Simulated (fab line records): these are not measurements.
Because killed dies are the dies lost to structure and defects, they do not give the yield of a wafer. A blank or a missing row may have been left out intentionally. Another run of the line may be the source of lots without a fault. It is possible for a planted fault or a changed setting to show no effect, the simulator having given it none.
fab line records	flow gf180mcu
record lots=5	wafers=23
route steps=602 shown M5@536 V5@540 TOP_METAL@568 PASSIVATION@587
startH: hours from the record's opening day to when the first of the lot's shown wafers began	waitH: time in hours since the lot's previous step	" repeats the value in the row above	L1.1+2: one row covering several wafers at once	- no value, or no start was given	* or withheld: withheld	< > ~ a bound
route shown NAME@n: names a module that has steps shown in the file, with the first one's number in the route	usual: mean/standard deviation taken from wafers without a fault	same: alike in all rows	chamber/n: place in a boat	sites: per-site readings	_std_site: their standard deviation	_edge_site: outer sites' mean less inner sites'	radiusMm: how far each site lies from the wafer's centre	mask NAME#n: copy n	behind: the tool/chamber that last shaped the wafer	hold: what put the lot on hold/how long, in hours/how the hold closed	device: the transistor (n, p or np) that didn't switch	end of line: the route-end tests of the same wafers	step lacking rows: just its recipe	killed: dies lost to structure and defects at the first sort, not the wafer's yield	map: the dies of a wafer, with x for killed, . for not killed, _ for no die there
set.NAME: the run value of the setting; set.NAME@STEP: its run value at that earlier step	model.NAME: the simulator's own value behind a step, which no gauge read
lots whose settings were changed on purpose; a table a step, a row a wafer
## steps
# step GF_M5_METAL_ETCH_10
# recipe chemistry=Cl2/BCl3	maskMaterial=KrF	targetDepthNm=627.5	stopOn=SiO2	pressureMtorr=8	icpW=800	biasW=140	Cl2_flow_sccm=80	bcl3FlowSccm=40	timeS=104.6
# usual oesProductAu=0.975/0.0055
lot.wafer	tool	chamber	startH	waitH	set.timeS	oesProductAu	model.M5.featureDepthNm	model.KrF_of_M5_COAT_02.thkNm
L075.2	rieMetal-02	0	616.11	0.0	104.6	0.979	605.1	695.9
L075.3	"	0	"	"	104.6	0.969	602.6	691.7
L075.4	"	1	"	"	104.6	0.974	603.7	691.1
L077.1	rieMetal-04	1	630.16	0.0	89.73	1.000	536.6	735.4
L077.2	"	0	"	"	104.6	0.985	612	699.1
L077.3	"	1	"	"	104.6	0.987	613.7	700.1
L077.4	"	0	"	"	104.6	0.983	609.7	699.2
L077.6	"	1	"	"	89.73	0.991	535.2	737.4
L080.2	rieMetal-04	0	656.30	0.0	92.01	0.986	538.9	736.1
L080.3	"	0	"	"	92.01	0.991	543.2	734.9
L080.4	"	1	"	"	104.6	0.977	605	705
L080.5	"	1	"	"	104.6	0.972	604.8	703.4
L080.6	"	0	"	"	92.01	0.993	543.9	733.6
L081.1	rieMetal-03	1	662.80	0.0	104.6	0.977	606.4	699.3
L081.2	"	0	"	"	104.6	0.972	611.3	703.4
L081.3	"	0	"	"	104.6	0.971	607.2	699.6
L081.5	"	0	"	"	91.09	1.004	544.4	731.5
L081.6	"	1	"	"	91.09	0.995	539.6	736.7
L082.2	rieMetal-02	0	663.90	0.0	93.65	1.001	564	725.2
L082.3	"	1	"	"	93.65	1.004	571.2	722.5
L082.4	"	0	"	"	104.6	0.978	604.4	697.7
L082.5	"	0	"	"	93.65	1.004	568.6	723.7
L082.6	"	1	"	"	104.6	0.969	607.4	696.2
# step GF_M5_STRIP_11
# recipe chemistry=O2/N2	powerW=1400	pressureMtorr=1500	platenTempC=250	o2FlowSccm=3000	n2FlowSccm=300	overashFraction=0.5
# usual oesProductAu=0.542/0.0048	stripTimeToEndpointS=7.52/0.038
lot.wafer	tool	chamber	startH	waitH	set.timeS@M5_METAL_ETCH_10	oesProductAu	stripTimeToEndpointS
L075.2	plasmaAsher-03	1	616.23	0.1	104.6	0.534	7.49
L075.3	"	1	"	"	104.6	0.538	7.46
L075.4	"	0	"	"	104.6	0.539	7.44
L077.1	plasmaAsher-04	0	630.28	0.1	89.73	0.563	7.88
L077.2	"	1	"	"	104.6	0.542	7.51
L077.3	"	1	"	"	104.6	0.543	7.53
L077.4	"	0	"	"	104.6	0.538	7.52
L077.6	"	1	"	"	89.73	0.558	7.90
L080.2	plasmaAsher-01	1	656.41	0.1	92.01	0.555	7.89
L080.3	"	1	"	"	92.01	0.563	7.87
L080.4	"	0	"	"	104.6	0.541	7.60
L080.5	"	1	"	"	104.6	0.549	7.56
L080.6	"	0	"	"	92.01	0.554	7.87
L081.1	plasmaAsher-01	0	662.91	0.1	104.6	0.547	7.52
L081.2	"	1	"	"	104.6	0.539	7.56
L081.3	"	1	"	"	104.6	0.538	7.53
L081.5	"	0	"	"	91.09	0.559	7.84
L081.6	"	1	"	"	91.09	0.559	7.89
L082.2	plasmaAsher-03	1	664.01	0.1	93.65	0.550	7.77
L082.3	"	0	"	"	93.65	0.551	7.76
L082.4	"	1	"	"	104.6	0.536	7.52
L082.5	"	1	"	"	93.65	0.546	7.77
L082.6	"	0	"	"	104.6	0.541	7.52
# step GF_V5_CVD_00
# recipe material=SiO2	targetThkNm=300	sigmaOpenFrac=0.3	tempC=400	timeS=50	sih4FlowSccm=60	pressureMtorr=6
lot.wafer	tool	chamber	startH	waitH	set.sih4FlowSccm	model.SiO2_of_V5_CVD_00.thkNm
L075.2	hdpcvd-01	0	616.79	0.0	60	301.1
L075.3	"	2	"	"	60	299.7
L075.4	"	1	"	"	60	301.3
L077.1	hdpcvd-02	1	630.88	0.0	60	302.3
L077.2	"	2	"	"	65.79	330.5
L077.3	"	0	"	"	60	304.4
L077.4	"	2	"	"	65.79	331.3
L077.6	"	1	"	"	65.79	329.7
L080.2	hdpcvd-02	0	656.98	0.0	62.34	309.5
L080.3	"	1	"	"	60	300.6
L080.4	"	0	"	"	62.34	309.6
L080.5	"	2	"	"	62.34	304.2
L080.6	"	1	"	"	60	298.8
L081.1	hdpcvd-02	2	663.51	0.0	53.21	262.1
L081.2	"	1	"	"	53.21	268.7
L081.3	"	0	"	"	60	302
L081.5	"	0	"	"	60	301
L081.6	"	2	"	"	53.21	265.4
L082.2	hdpcvd-02	0	664.58	0.0	60	304.2
L082.3	"	2	"	"	60	297.3
L082.4	"	1	"	"	60	299.9
L082.5	"	0	"	"	60	303
L082.6	"	2	"	"	60	300.3
# step GF_V5_THK_MEAS_01
# recipe reads=SiO2_of_V5_CVD_00
# usual V5_CVD_00_THK=299.7/2.6
lot.wafer	tool	chamber	startH	waitH	set.sih4FlowSccm@V5_CVD_00	V5_CVD_00_THK[nm]
L075.2	filmMetro-01	-	616.85	0.0	60	301.0
L075.3	"	-	"	"	60	299.6
L075.4	"	-	"	"	60	301.4
L077.1	filmMetro-01	-	630.92	0.0	60	302.6
L077.2	"	-	"	"	65.79	330.3
L077.3	"	-	"	"	60	304.4
L077.4	"	-	"	"	65.79	331.4
L077.6	"	-	"	"	65.79	329.9
L080.2	filmMetro-04	-	657.04	0.0	62.34	309.3
L080.3	"	-	"	"	60	300.6
L080.4	"	-	"	"	62.34	309.8
L080.5	"	-	"	"	62.34	304.1
L080.6	"	-	"	"	60	298.9
L081.1	filmMetro-04	-	663.55	0.0	53.21	262.0
L081.2	"	-	"	"	53.21	268.8
L081.3	"	-	"	"	60	302.2
L081.5	"	-	"	"	60	300.5
L081.6	"	-	"	"	53.21	265.7
L082.2	filmMetro-01	-	664.64	0.0	60	304.3
L082.3	"	-	"	"	60	297.2
L082.4	"	-	"	"	60	300.0
L082.5	"	-	"	"	60	303.1
L082.6	"	-	"	"	60	300.3
# step GF_V5_EXPOSE_11
# recipe maskId=Via5	targetCdNm=260	na=0.68	sourceShape=conventional	sigmaOuter=0.6	doseMj=38
lot.wafer	tool	chamber	startH	waitH	mask	set.doseMj
L075.2+3+4	krfScanner-01	0	-	-	Via5#0	38
L077.1+2+4	krfScanner-02	0	-	-	Via5#0	38
L077.3+6	"	0	"	"	Via5#0	36.96
L080.2+5+6	krfScanner-01	0	-	-	Via5#0	38
L080.3+4	"	0	"	"	Via5#0	40.68
L081.1+2+5	krfScanner-01	0	-	-	Via5#0	38
L081.3+6	"	0	"	"	Via5#0	35.65
L082.2+3	krfScanner-01	0	-	-	Via5#0	38
L082.4+5+6	"	0	"	"	Via5#0	39.97
# step GF_V5_PEB_12
# recipe pebTempC=135	pebTimeS=90	resist=KrF
# step GF_V5_DEVELOP_13
# recipe developTimeS=60	resist=KrF	devTempC=21
# step GF_V5_CD_MEAS_14
# recipe targetCdNm=260
# usual cdNm=259.8/1.3
lot.wafer	tool	chamber	startH	waitH	set.doseMj@V5_EXPOSE_11	cdNm
L075.2	cdSem-02	-	637.61	0.1	38	261.0
L075.3	"	-	"	"	38	261.8
L075.4	"	-	"	"	38	260.6
L077.1	cdSem-02	-	651.17	0.1	38	260.3
L077.2	"	-	"	"	38	260.4
L077.3	"	-	"	"	36.96	257.2
L077.4	"	-	"	"	38	259.4
L077.6	"	-	"	"	36.96	256.5
L080.2	cdSem-01	-	677.26	0.1	38	258.0
L080.3	"	-	"	"	40.68	267.9
L080.4	"	-	"	"	40.68	268.4
L080.5	"	-	"	"	38	258.2
L080.6	"	-	"	"	38	256.8
L081.1	cdSem-01	-	683.52	0.1	38	260.1
L081.2	"	-	"	"	38	261.4
L081.3	"	-	"	"	35.65	250.7
L081.5	"	-	"	"	38	261.3
L081.6	"	-	"	"	35.65	251.2
L082.2	cdSem-02	-	684.10	0.1	38	258.4
L082.3	"	-	"	"	38	258.6
L082.4	"	-	"	"	39.97	266.9
L082.5	"	-	"	"	39.97	266.8
L082.6	"	-	"	"	39.97	266.5
# step GF_V5_ETCH_16
# recipe chemistry=N2/H2	targetDepthA=withheld	overetchA=withheld	timeS=withheld	target=BARC	ionEnergyEv=200	sourceW=500	biasW=100	pressureMtorr=30	n2FlowSccm=100	h2FlowSccm=200
lot.wafer	tool	chamber	startH	waitH	set.pressureMtorr	set.doseMj@V5_EXPOSE_11	model.V5.cdNm
L075.2	rieDiel-03	3	637.74	0.0	30	38	260.9
L075.3	"	0	"	"	30	38	261.4
L075.4	"	1	"	"	30	38	259.8
L077.1+4	rieDiel-02	3,1	651.32	0.0	28.36	38	260.1
L077.2	"	2	"	"	28.36	38	261
L077.3	"	0	"	"	28.36	36.96	257
L077.6	"	3	"	"	28.36	36.96	255.7
L080.2	rieDiel-03	2	677.39	0.0	30	38	257.5
L080.3	"	1	"	"	30	40.68	267.4
L080.4	"	0	"	"	30	40.68	267.8
L080.5	"	3	"	"	30	38	257.6
L080.6	"	0	"	"	30	38	255.7
L081.1	rieDiel-03	3	683.67	0.0	27.67	38	259.2
L081.2	"	1	"	"	27.67	38	260.9
L081.3	"	2	"	"	27.67	35.65	250.2
L081.5	"	3	"	"	27.67	38	260.6
L081.6	"	0	"	"	27.67	35.65	250.6
L082.2	rieDiel-01	0	684.24	0.0	32.88	38	259.4
L082.3	"	2	"	"	32.88	38	259.3
L082.4	"	3	"	"	32.88	39.97	267
L082.5	"	0	"	"	32.88	39.97	267.4
L082.6	"	1	"	"	32.88	39.97	267.5
# step GF_TOP_METAL_SPUTTER_01
# recipe material=TiN	targetThkNm=30	powerW=6500	timeS=25	chamberPressurePa=0.4
lot.wafer	tool	chamber	startH	waitH	set.timeS	model.TiN_of_TOP_METAL_SPUTTER_01.thkNm
L075.2	pvdSputter-04	-	639.38	0.1	25	30.07
L075.3	"	-	"	"	25	30.43
L075.4	"	-	"	"	25	30.37
L077.1	pvdSputter-01	-	652.81	0.1	25	29.98
L077.2	"	-	"	"	27.66	33.3
L077.3	"	-	"	"	27.66	33.2
L077.4	"	-	"	"	25	30.24
L077.6	"	-	"	"	27.66	33.24
L080.2	pvdSputter-01	-	678.90	0.1	25	29.8
L080.3	"	-	"	"	25	29.63
L080.4	"	-	"	"	25	29.73
L080.5	"	-	"	"	25	29.45
L080.6	"	-	"	"	25	29.59
L081.1	pvdSputter-01	-	685.16	0.1	25	30.53
L081.2	"	-	"	"	23.95	29.39
L081.3	"	-	"	"	23.95	29.57
L081.5	"	-	"	"	25	30.75
L081.6	"	-	"	"	23.95	29.17
L082.2	pvdSputter-03	-	685.72	0.1	25	30.26
L082.3	"	-	"	"	25	30.11
L082.4	"	-	"	"	25	30.7
L082.5	"	-	"	"	25	30.37
L082.6	"	-	"	"	25	30.1
# step GF_TOP_METAL_COAT_09
# recipe resist=NOVOLAK	spinRpm=3000	resistThkNm=1500
lot.wafer	tool	chamber	startH	waitH	set.spinRpm	model.NOVOLAK_of_TOP_METAL_COAT_09.thkNm
L075.2	lithoTrack-02	0	648.82	0.1	3000	1499
L075.3+4	"	0	"	"	3000	1502
L077.1	lithoTrack-02	0	662.40	0.1	3000	1499
L077.2+3+6	"	0	"	"	3000	-
L077.4	"	0	"	"	3000	1501
L080.2	lithoTrack-02	0	687.97	0.1	2873	1529
L080.3	"	0	"	"	2873	1523
L080.4	"	0	"	"	2873	1520
L080.5	"	0	"	"	3000	1491
L080.6	"	0	"	"	3000	1494
L081.1	lithoTrack-02	0	694.30	0.1	3000	1505
L081.2+3	"	0	"	"	2922	1526
L081.5	"	0	"	"	2922	1525
L081.6	"	0	"	"	3000	1508
L082.2	lithoTrack-04	0	695.09	0.1	3189	1451
L082.3	"	0	"	"	3189	1452
L082.4	"	0	"	"	3000	1498
L082.5	"	0	"	"	3000	1501
L082.6	"	0	"	"	3189	1446
# step GF_TOP_METAL_SOFTBAKE_10
# recipe tempC=90	timeS=60	resist=NOVOLAK
# step GF_TOP_METAL_EXPOSE_11
# recipe maskId=MetalTop	targetCdNm=440	na=0.6	sourceShape=conventional	sigmaOuter=0.6	doseMj=170
# step GF_TOP_METAL_METAL_ETCH_16
# recipe chemistry=Cl2/BCl3	maskMaterial=NOVOLAK	targetDepthNm=1077.5	stopOn=SiO2	pressureMtorr=8	icpW=800	biasW=140	Cl2_flow_sccm=80	bcl3FlowSccm=40	timeS=179.6
# step GF_TOP_METAL_STRIP_17
# recipe chemistry=O2/N2	powerW=1400	pressureMtorr=1500	platenTempC=250	o2FlowSccm=3000	n2FlowSccm=300	overashFraction=0.5
# usual stripTimeToEndpointS=13.44/0.083
lot.wafer	tool	chamber	startH	waitH	set.spinRpm@TOP_METAL_COAT_09	stripTimeToEndpointS
L075.2	plasmaAsher-02	1	659.30	0.1	3000	13.54
L075.3	"	0	"	"	3000	13.51
L075.4	"	1	"	"	3000	13.57
L077.1	plasmaAsher-03	0	672.08	0.1	3000	13.39
L077.2	"	1	"	"	3000	13.44
L077.3	"	1	"	"	3000	13.42
L077.4	"	0	"	"	3000	13.44
L077.6	"	1	"	"	3000	13.42
L080.2	plasmaAsher-02	1	698.16	0.1	2873	13.77
L080.3	"	1	"	"	2873	13.75
L080.4	"	0	"	"	2873	13.62
L080.5	"	1	"	"	3000	13.32
L080.6	"	0	"	"	3000	13.39
L081.1	plasmaAsher-03	1	704.24	0.3	3000	13.55
L081.2	"	0	"	"	2922	13.80
L081.3	"	0	"	"	2922	13.78
L081.5	"	0	"	"	2922	13.81
L081.6	"	1	"	"	3000	13.61
L082.2	plasmaAsher-01	1	704.55	0.1	3189	12.85
L082.3	"	0	"	"	3189	12.91
L082.4	"	1	"	"	3000	13.42
L082.5	"	1	"	"	3000	13.49
L082.6	"	0	"	"	3189	12.91
# step GF_PASSIVATION_CVD_00
# recipe material=SiO2	targetThkNm=1000	precursor=TEOS	tempC=400	timeS=111.95	rfW=600
lot.wafer	tool	chamber	startH	waitH	set.timeS	model.SiO2_of_PASSIVATION_CVD_00.thkNm
L075.2+3	pecvd-02	1,0	659.86	0.0	111.95	1014
L075.4	"	1	"	"	111.95	1021
L077.1	pecvd-03	0	672.62	0.0	125.1	1097
L077.2	"	1	"	"	125.1	1106
L077.3	"	2	"	"	111.95	980.9
L077.4	"	0	"	"	111.95	990.4
L077.6	"	1	"	"	125.1	1115
L080.2	pecvd-04	2	698.71	0.0	124	1109
L080.3	"	0	"	"	111.95	989.2
L080.4	"	2	"	"	124	1128
L080.5	"	0	"	"	111.95	1017
L080.6	"	1	"	"	124	1118
L081.1	pecvd-04	2	704.77	0.0	111.95	990
L081.2	"	0	"	"	111.95	993.7
L081.3	"	1	"	"	111.95	972.6
L081.5	"	2	"	"	111.95	1010
L081.6	"	1	"	"	111.95	1014
L082.2+4+5	pecvd-03	2,1,0	705.15	0.0	111.95	1004
L082.3	"	1	"	"	111.95	1000
L082.6	"	2	"	"	111.95	1005
# step GF_PASSIVATION_THK_MEAS_01
# recipe reads=SiO2_of_PASSIVATION_CVD_00
# usual PASSIVATION_CVD_00_THK=1007/14
lot.wafer	tool	chamber	startH	waitH	set.timeS@PASSIVATION_CVD_00	PASSIVATION_CVD_00_THK[nm]
L075.2	filmMetro-02	-	659.99	0.1	111.95	1014
L075.3	"	-	"	"	111.95	1013
L075.4	"	-	"	"	111.95	1021
L077.1	filmMetro-01	-	672.70	0.0	125.1	1097
L077.2	"	-	"	"	125.1	1106
L077.3	"	-	"	"	111.95	981
L077.4	"	-	"	"	111.95	991
L077.6	"	-	"	"	125.1	1115
L080.2	filmMetro-03	-	698.80	0.0	124	1110
L080.3	"	-	"	"	111.95	989
L080.4	"	-	"	"	124	1128
L080.5	"	-	"	"	111.95	1017
L080.6	"	-	"	"	124	1117
L081.1	filmMetro-03	-	704.85	0.0	111.95	990
L081.2	"	-	"	"	111.95	995
L081.3	"	-	"	"	111.95	973
L081.5	"	-	"	"	111.95	1010
L081.6	"	-	"	"	111.95	1014
L082.2	filmMetro-01	-	705.23	0.0	111.95	1004
L082.3	"	-	"	"	111.95	1001
L082.4	"	-	"	"	111.95	1004
L082.5	"	-	"	"	111.95	1004
L082.6	"	-	"	"	111.95	1004
# step GF_PASSIVATION_COAT_06
# recipe spinRpm=2000	resistThkNm=4000
lot.wafer	tool	chamber	startH	waitH	set.spinRpm	model.coat_of_PASSIVATION_COAT_06.thkNm
L075.2	lithoTrack-03	0	669.81	0.1	2000	3995
L075.3	"	0	"	"	2000	3997
L075.4	"	0	"	"	2000	4000
L077.1	lithoTrack-01	0	682.28	0.1	2000	3971
L077.2	"	0	"	"	2000	3969
L077.3	"	0	"	"	2000	3979
L077.4	"	0	"	"	2000	3970
L077.6	"	0	"	"	2000	3977
L080.2	lithoTrack-01	0	707.51	0.1	1913	4102
L080.3	"	0	"	"	1913	4107
L080.4	"	0	"	"	2000	4000
L080.5	"	0	"	"	1913	4097
L080.6	"	0	"	"	2000	4001
L081.1	lithoTrack-03	0	713.53	0.1	1876	4111
L081.2+6	"	0	"	"	2000	3993
L081.3	"	0	"	"	1876	4118
L081.5	"	0	"	"	2000	3996
L082.2	lithoTrack-03	0	714.21	0.1	2000	4004
L082.3	"	0	"	"	2000	3999
L082.4	"	0	"	"	2000	3997
L082.5	"	0	"	"	2000	3996
L082.6	"	0	"	"	2000	4002
# step GF_PASSIVATION_SOFTBAKE_07
# recipe tempC=110	timeS=withheld
# step GF_PASSIVATION_EXPOSE_08
# recipe maskId=Pad	targetCdNm=40000	na=0.57	doseMj=310
# step GF_PASSIVATION_PEB_09
# recipe tempC=115	timeS=withheld
# step GF_PASSIVATION_DEVELOP_10
# recipe developTimeS=60	devTempC=23
# step GF_PASSIVATION_ETCH_11
# recipe chemistry=CF4/O2	targetDepthNm=1800	stopOn=TiN	sourceW=800	biasW=150	pressureMtorr=150	cf4FlowSccm=80	O2_flow_sccm=10	timeS=393.4
lot.wafer	tool	chamber	startH	waitH	set.timeS@PASSIVATION_CVD_00	set.spinRpm@PASSIVATION_COAT_06	model.coat_of_PASSIVATION_COAT_06.thkNm	model.PASSIVATION.featureDepthNm
L075.2	rieDiel-02	1	679.70	-	111.95	2000	2823	1710
L075.3	"	2	"	"	111.95	2000	2825	1704
L075.4	"	3	"	"	111.95	2000	2812	1718
L077.1	rieDiel-02	0	692.00	-	125.1	2000	2797	1761
L077.2	"	3	"	"	125.1	2000	2785	1775
L077.3	"	1	"	"	111.95	2000	2799	1682
L077.4	"	2	"	"	111.95	2000	2802	1705
L077.6	"	1	"	"	125.1	2000	2802	1761
L080.2	rieDiel-03	0	717.58	-	124	1913	2900	1796
L080.3	"	3	"	"	111.95	1913	2926	1680
L080.4	"	1	"	"	124	2000	2821	1767
L080.5	"	2	"	"	111.95	1913	2906	1717
L080.6	"	3	"	"	124	2000	2831	1754
L081.1	rieDiel-02	3	722.68	-	111.95	1876	2913	1695
L081.2	"	1	"	"	111.95	2000	2807	1702
L081.3	"	0	"	"	111.95	1876	2933	1672
L081.5	"	2	"	"	111.95	2000	2820	1716
L081.6	"	1	"	"	111.95	2000	2808	1729
L082.2	rieDiel-04	0	723.15	-	111.95	2000	2829	1700
L082.3	"	2	"	"	111.95	2000	2821	1699
L082.4	"	1	"	"	111.95	2000	2824	1716
L082.5	"	0	"	"	111.95	2000	2815	1716
L082.6	"	3	"	"	111.95	2000	2832	1723
# step GF_PASSIVATION_STRIP_12
# recipe chemistry=O2/N2	powerW=1400	pressureMtorr=1500	platenTempC=250	o2FlowSccm=3000	n2FlowSccm=300	overashFraction=0.5
# usual stripTimeToEndpointS=34.98/0.2
lot.wafer	tool	chamber	startH	waitH	set.pressureMtorr	set.spinRpm@PASSIVATION_COAT_06	stripTimeToEndpointS
L075.2	plasmaAsher-02	0	679.94	0.1	1500	2000	35.04
L075.3	"	1	"	"	1500	2000	35.07
L075.4	"	0	"	"	1500	2000	34.92
L077.1	plasmaAsher-04	1	692.24	0.1	1394	2000	35.51
L077.2	"	0	"	"	1394	2000	35.36
L077.3	"	0	"	"	1394	2000	35.54
L077.4	"	1	"	"	1394	2000	35.57
L077.6	"	1	"	"	1394	2000	35.58
L080.2	plasmaAsher-04	0	717.82	0.1	1558	1913	35.56
L080.3	"	1	"	"	1558	1913	35.88
L080.4	"	0	"	"	1558	2000	34.66
L080.5	"	1	"	"	1558	1913	35.63
L080.6	"	0	"	"	1558	2000	34.81
L081.1	plasmaAsher-04	1	722.92	0.1	1574	1876	35.63
L081.2	"	0	"	"	1574	2000	34.42
L081.3	"	0	"	"	1574	1876	35.88
L081.5	"	1	"	"	1574	2000	34.57
L081.6	"	0	"	"	1574	2000	34.43
L082.2	plasmaAsher-02	1	723.39	0.1	1500	2000	35.12
L082.3	"	1	"	"	1500	2000	35.01
L082.4	"	0	"	"	1500	2000	35.06
L082.5	"	1	"	"	1500	2000	34.95
L082.6	"	0	"	"	1500	2000	35.16
## key
split step=GF_M5_METAL_ETCH_10	setting=timeS	stated=104.6	by=wafer
response step=GF_M5_METAL_ETCH_10	reading=oesProductAu	change=-0.0016	per=1%	r=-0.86
response step=GF_M5_METAL_ETCH_10	reading=model.M5.featureDepthNm	change=+4.96	per=1%	r=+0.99
response step=GF_M5_METAL_ETCH_10	reading=model.KrF_of_M5_COAT_02.thkNm	change=-2.58	per=1%	r=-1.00
response step=GF_M5_STRIP_11	reading=oesProductAu	change=-0.00123	per=1%	r=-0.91
response step=GF_M5_STRIP_11	reading=stripTimeToEndpointS	change=*	per=1%	r=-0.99
split step=GF_V5_CVD_00	setting=sih4FlowSccm	stated=60	by=wafer
response step=GF_V5_CVD_00	reading=model.SiO2_of_V5_CVD_00.thkNm	change=+2.97	per=1%	r=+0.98
response step=GF_V5_THK_MEAS_01	reading=V5_CVD_00_THK	change=+2.95	per=1%	r=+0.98
split step=GF_V5_EXPOSE_11	setting=doseMj	stated=38	by=wafer
response step=GF_V5_CD_MEAS_14	reading=cdNm	change=+1.53	per=1%	r=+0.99
response step=GF_V5_ETCH_16	reading=model.V5.cdNm	change=+1.54	per=1%	r=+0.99
split step=GF_V5_ETCH_16	setting=pressureMtorr	stated=30	by=lot
response none clear
split step=GF_TOP_METAL_SPUTTER_01	setting=timeS	stated=25	by=wafer
response step=GF_TOP_METAL_SPUTTER_01	reading=model.TiN_of_TOP_METAL_SPUTTER_01.thkNm	change=+0.295	per=1%	r=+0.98
split step=GF_TOP_METAL_COAT_09	setting=spinRpm	stated=3000	by=wafer
response step=GF_TOP_METAL_COAT_09	reading=model.NOVOLAK_of_TOP_METAL_COAT_09.thkNm	change=-7.7	per=1%	r=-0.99
response step=GF_TOP_METAL_STRIP_17	reading=stripTimeToEndpointS	change=*	per=1%	r=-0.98
split step=GF_PASSIVATION_CVD_00	setting=timeS	stated=111.95	by=wafer
response step=GF_PASSIVATION_CVD_00	reading=model.SiO2_of_PASSIVATION_CVD_00.thkNm	change=+10.4	per=1%	r=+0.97
response step=GF_PASSIVATION_THK_MEAS_01	reading=PASSIVATION_CVD_00_THK	change=+10.4	per=1%	r=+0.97
response step=GF_PASSIVATION_ETCH_11	reading=model.PASSIVATION.featureDepthNm	change=+6.48	per=1%	r=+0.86
split step=GF_PASSIVATION_COAT_06	setting=spinRpm	stated=2000	by=wafer
response step=GF_PASSIVATION_COAT_06	reading=model.coat_of_PASSIVATION_COAT_06.thkNm	change=-20.7	per=1%	r=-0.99
response step=GF_PASSIVATION_ETCH_11	reading=model.coat_of_PASSIVATION_COAT_06.thkNm	change=-18.4	per=1%	r=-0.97
response step=GF_PASSIVATION_STRIP_12	reading=stripTimeToEndpointS	change=*	per=1%	r=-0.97
split step=GF_PASSIVATION_STRIP_12	setting=pressureMtorr	stated=1500	by=lot
response none clear
